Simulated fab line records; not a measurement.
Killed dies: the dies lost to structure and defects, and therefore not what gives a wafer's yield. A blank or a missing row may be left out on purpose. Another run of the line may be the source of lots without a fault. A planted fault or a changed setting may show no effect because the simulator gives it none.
Which of the tools did it? -- flow gf180mcu -- 24 lots, 72 wafers sampled, at 6 steps of a route of 602

## WHAT THE GAUGES READ, wafer by wafer
GF_V2_OVL_MEAS_15.
lot,measured,on,V2_OVL (nm)
L074,day 20 10:04,overlay-01,-1 1 3
L075,day 21 00:13,overlay-01,-5 -8 -5
L076,day 21 09:34,overlay-02,-7 -7 -6
L077,day 21 13:16,overlay-02,-3 3 3
L078,day 22 03:22,overlay-02,9 -8 -4
L079,day 22 05:22,overlay-01,-10 -7 -11
L080,day 22 20:31,overlay-01,-3 -3 -6
L081,day 23 06:57,overlay-02,-6 -9 4
L082,day 23 19:10,overlay-02,1 -3 -7
L083,day 24 03:04,overlay-02,-3 -9 -8
L084,day 24 09:10,overlay-02,-4 -3 -2
L085,day 25 00:22,overlay-02,-3 -4 -3
L086,day 25 06:21,overlay-02,2 2 9
L087,day 25 21:40,overlay-01,1 -4 -3
L089,day 26 03:07,overlay-02,-4 -6 0
L088,day 26 03:28,overlay-02,1 1 3
L090,day 26 05:14,overlay-02,0 9 -5
L092,day 26 22:55,overlay-01,-8 0 -5
L091,day 26 23:55,overlay-02,-9 -6 -7
L093,day 27 03:36,overlay-02,-8 -2 -7
L094,day 27 10:52,overlay-02,-4 -1 -8
L095,day 27 20:08,overlay-01,-16 -7 -14
L096,day 28 02:25,overlay-01,-13 -6 -5
L097,day 28 06:24,overlay-01,-4 -11 -14

GF_V4_BOW_MEAS_05.
lot,measured,on,V4_BOW (um)
L074,day 23 14:22,filmMetro-01,124 121 119
L075,day 24 03:53,filmMetro-02,137 138 132
L076,day 24 12:41,filmMetro-01,146 133 139
L077,day 24 15:48,filmMetro-03,136 126 128
L078,day 25 05:34,filmMetro-02,128 128 127
L079,day 25 06:24,filmMetro-01,141 127 130
L080,day 26 00:41,filmMetro-03,130 132 153
L081,day 26 06:09,filmMetro-01,128 124 129
L082,day 26 22:07,filmMetro-01,123 129 107
L083,day 27 01:31,filmMetro-03,162 151 149
L084,day 27 05:40,filmMetro-03,123 128 127
L085,day 27 22:33,filmMetro-03,138 132 138
L086,day 28 03:17,filmMetro-01,151 139 145
L087,day 28 16:37,filmMetro-01,137 131 126
L089,day 28 22:03,filmMetro-02,125 129 126
L088,day 28 22:45,filmMetro-01,130 134 135
L090,day 29 00:34,filmMetro-02,126 130 125
L092,day 29 17:41,filmMetro-02,134 139 148
L091,day 29 18:16,filmMetro-03,128 117 116
L093,day 29 21:16,filmMetro-02,124 121 137
L094,day 30 02:41,filmMetro-03,139 141 122
L095,day 30 13:48,filmMetro-03,134 138 149
L096,day 30 18:25,filmMetro-03,133 135 135
L097,day 30 20:38,filmMetro-02,129 122 133

GF_V5_OVL_MEAS_15.
lot,measured,on,V5_OVL (nm)
L074,day 27 06:10,overlay-01,-1 1 3
L075,day 27 20:55,overlay-02,-7 -7 -4
L076,day 28 02:18,overlay-02,9 5 3
L077,day 28 05:23,overlay-01,-3 -2 -3
L078,day 28 20:18,overlay-01,7 2 7
L079,day 28 20:41,overlay-01,-3 -10 2
L080,day 29 12:31,overlay-01,2 -6 -5
L081,day 29 17:38,overlay-02,8 5 4
L082,day 30 07:17,overlay-01,-6 -3 -6
L083,day 30 11:51,overlay-02,-14 -7 -4
L084,day 30 15:40,overlay-01,1 -2 0
L085,day 31 07:08,overlay-01,2 5 10
L086,day 31 10:08,overlay-01,1 7 6
L087,day 31 20:50,overlay-02,5 7 7
L089,day 32 02:27,overlay-01,-4 -1 0
L088,day 32 03:27,overlay-01,4 0 1
L090,day 32 05:52,overlay-01,6 2 0
L092,day 32 22:40,overlay-02,1 9 -2
L091,day 32 23:21,overlay-01,5 2 0
L093,day 33 00:20,overlay-02,7 6 9
L094,day 33 05:29,overlay-02,9 -1 -5
L095,day 33 12:19,overlay-02,12 1 8
L096,day 33 18:22,overlay-02,2 8 -3
L097,day 33 19:49,overlay-02,-2 -8 -8

## WHICH TOOL RAN EACH LOT (tool, then ch and the chambers of the sampled wafers, then the start)
lot,GF_M3_SPUTTER_02,GF_M4_SPUTTER_03,GF_V4_CVD_23
L074,"pvdSputter-01, day 20 11:35","pvdSputter-04, day 22 14:25","cvdW-02 ch 0, day 24 13:30"
L075,"pvdSputter-03, day 21 01:44","pvdSputter-04, day 23 04:06","cvdW-01 ch 1, day 25 02:44"
L076,"pvdSputter-03, day 21 11:05","pvdSputter-02, day 23 13:13","cvdW-02 ch 0,1, day 25 08:43"
L077,"pvdSputter-02, day 21 15:11","pvdSputter-02, day 23 16:11","cvdW-02 ch 0,1, day 25 13:22"
L078,"pvdSputter-02, day 22 04:52","pvdSputter-04, day 24 05:08","cvdW-01 ch 0,1, day 26 04:07"
L079,"pvdSputter-02, day 22 06:52","pvdSputter-03, day 24 07:25","cvdW-02 ch 0,1, day 26 04:49"
L080,"pvdSputter-01, day 22 22:01","pvdSputter-02, day 25 01:52","cvdW-01 ch 0,1, day 26 22:24"
L081,"pvdSputter-03, day 23 08:28","pvdSputter-04, day 25 07:16","cvdW-02 ch 0,1, day 27 03:50"
L082,"pvdSputter-03, day 23 20:42","pvdSputter-04, day 26 00:11","cvdW-02 ch 0,1, day 27 19:30"
L083,"pvdSputter-02, day 24 04:37","pvdSputter-04, day 26 03:22","cvdW-01 ch 0, day 27 22:54"
L084,"pvdSputter-03, day 24 10:41","pvdSputter-04, day 26 08:04","cvdW-01 ch 0,1, day 28 02:47"
L085,"pvdSputter-03, day 25 02:34","pvdSputter-04, day 27 00:41","cvdW-01 ch 0,1, day 28 18:47"
L086,"pvdSputter-01, day 25 07:53","pvdSputter-03, day 27 05:31","cvdW-02 ch 0,1, day 28 23:43"
L087,"pvdSputter-02, day 25 23:10","pvdSputter-04, day 27 19:18","cvdW-01 ch 0,1, day 29 12:43"
L089,"pvdSputter-03, day 26 04:38","pvdSputter-02, day 28 00:58","cvdW-01 ch 0,1, day 29 18:13"
L088,"pvdSputter-01, day 26 04:59","pvdSputter-03, day 28 01:32","cvdW-01 ch 0,1, day 29 18:50"
L090,"pvdSputter-03, day 26 06:52","pvdSputter-04, day 28 02:53","cvdW-02 ch 0,1, day 29 20:37"
L092,"pvdSputter-01, day 27 00:26","pvdSputter-04, day 28 20:41","cvdW-02 ch 0,1, day 30 13:04"
L091,"pvdSputter-01, day 27 01:26","pvdSputter-03, day 28 21:13","cvdW-02 ch 0,1, day 30 14:01"
L093,"pvdSputter-01, day 27 05:10","pvdSputter-04, day 29 00:16","cvdW-01 ch 0,1, day 30 16:39"
L094,"pvdSputter-01, day 27 12:24","pvdSputter-02, day 29 06:19","cvdW-02 ch 0,1, day 30 20:24"
L095,"pvdSputter-01, day 27 21:40","pvdSputter-04, day 29 15:40","cvdW-01 ch 0,1, day 31 08:09"
L096,"pvdSputter-02, day 28 04:05","pvdSputter-04, day 29 22:38","cvdW-02 ch 0,1, day 31 12:59"
L097,"pvdSputter-01, day 28 07:55","pvdSputter-03, day 30 01:53","cvdW-02 ch 0,1, day 31 15:00"
- GF_M3_SPUTTER_02: material AlCu, target thk 450 nm, time 23.9 s.
- GF_M4_SPUTTER_03: material Ti, target thk 10 nm, time 6.7 s.
- GF_V4_CVD_23: deposits W, target thk 350 nm, time 104.9 s.

## AS READ BY THE TOOLS THEMSELVES (means over the sampled wafers that have a number; for cases with no such wafer, the mark the record gives instead)
GF_M3_SPUTTER_02.
lot,tool,throttleValvePct (%)
L074,pvdSputter-01,29.6
L075,pvdSputter-03,30.2
L076,pvdSputter-03,30.7
L077,pvdSputter-02,29.8
L078,pvdSputter-02,30.3
L079,pvdSputter-02,30.0
L080,pvdSputter-01,29.3
L081,pvdSputter-03,30.8
L082,pvdSputter-03,30.7
L083,pvdSputter-02,30.8
L084,pvdSputter-03,30.7
L085,pvdSputter-03,30.5
L086,pvdSputter-01,28.8
L087,pvdSputter-02,30.6
L089,pvdSputter-03,30.1
L088,pvdSputter-01,28.8
L090,pvdSputter-03,30.9
L092,pvdSputter-01,28.8
L091,pvdSputter-01,28.6
L093,pvdSputter-01,28.9
L094,pvdSputter-01,29.6
L095,pvdSputter-01,29.0
L096,pvdSputter-02,31.0
L097,pvdSputter-01,29.0

GF_M4_SPUTTER_03.
lot,tool,throttleValvePct (%)
L074,pvdSputter-04,30.4
L075,pvdSputter-04,30.7
L076,pvdSputter-02,30.2
L077,pvdSputter-02,31.0
L078,pvdSputter-04,30.7
L079,pvdSputter-03,31.1
L080,pvdSputter-02,30.7
L081,pvdSputter-04,29.6
L082,pvdSputter-04,29.6
L083,pvdSputter-04,30.6
L084,pvdSputter-04,30.7
L085,pvdSputter-04,31.4
L086,pvdSputter-03,30.7
L087,pvdSputter-04,30.5
L089,pvdSputter-02,29.3
L088,pvdSputter-03,30.1
L090,pvdSputter-04,30.4
L092,pvdSputter-04,31.7
L091,pvdSputter-03,30.6
L093,pvdSputter-04,29.5
L094,pvdSputter-02,31.1
L095,pvdSputter-04,30.4
L096,pvdSputter-04,30.4
L097,pvdSputter-03,30.8

GF_V4_CVD_23.
lot,tool,chamberPressureTorr (Torr),heaterPowerOuterW (W),heaterPowerW (W)
L074,cvdW-02,40.01,515,784
L075,cvdW-01,40.02,572,866
L076,cvdW-02,40.01,523,830
L077,cvdW-02,39.98,520,814
L078,cvdW-01,39.90,564,849
L079,cvdW-02,40.10,535,816
L080,cvdW-01,39.89,572,866
L081,cvdW-02,39.98,519,830
L082,cvdW-02,39.91,533,853
L083,cvdW-01,40.06,563,868
L084,cvdW-01,39.98,565,873
L085,cvdW-01,40.15,569,865
L086,cvdW-02,39.99,516,823
L087,cvdW-01,39.99,571,873
L089,cvdW-01,40.03,567,867
L088,cvdW-01,39.99,570,869
L090,cvdW-02,39.98,534,852
L092,cvdW-02,40.07,540,868
L091,cvdW-02,39.96,526,831
L093,cvdW-01,40.10,572,874
L094,cvdW-02,40.03,526,836
L095,cvdW-01,39.97,566,873
L096,cvdW-02,39.94,540,877
L097,cvdW-02,40.04,528,829

## THE ANSWER, worked out from the rows above alone
Rule: usual is defined by the lots themselves. The widest of any qualifying gaps counts: lots, ordered by their means at a reading, are off when they make up no more than a third of the lots, leave a main group of 4 or more, and stand apart from it by 3 or more times the standard deviation of that group's means. A main group is skipped when, at the precision printed for the reading in the tables above, its means are all equal. A lot without any number at a reading at which 4 lots or more have one is off too. Any other lot the step has rows for is counted as sound. First the gauges in route order, then the tools' own readings, where a lot's mean is used as printed above. At the first step where some lot is off, the reading lying furthest off is the one used; lots without a number count as furthest.
No lot is off at any reading shown: from this, nothing can be told.

## WHAT WAS PUT IN BY THE SIMULATOR
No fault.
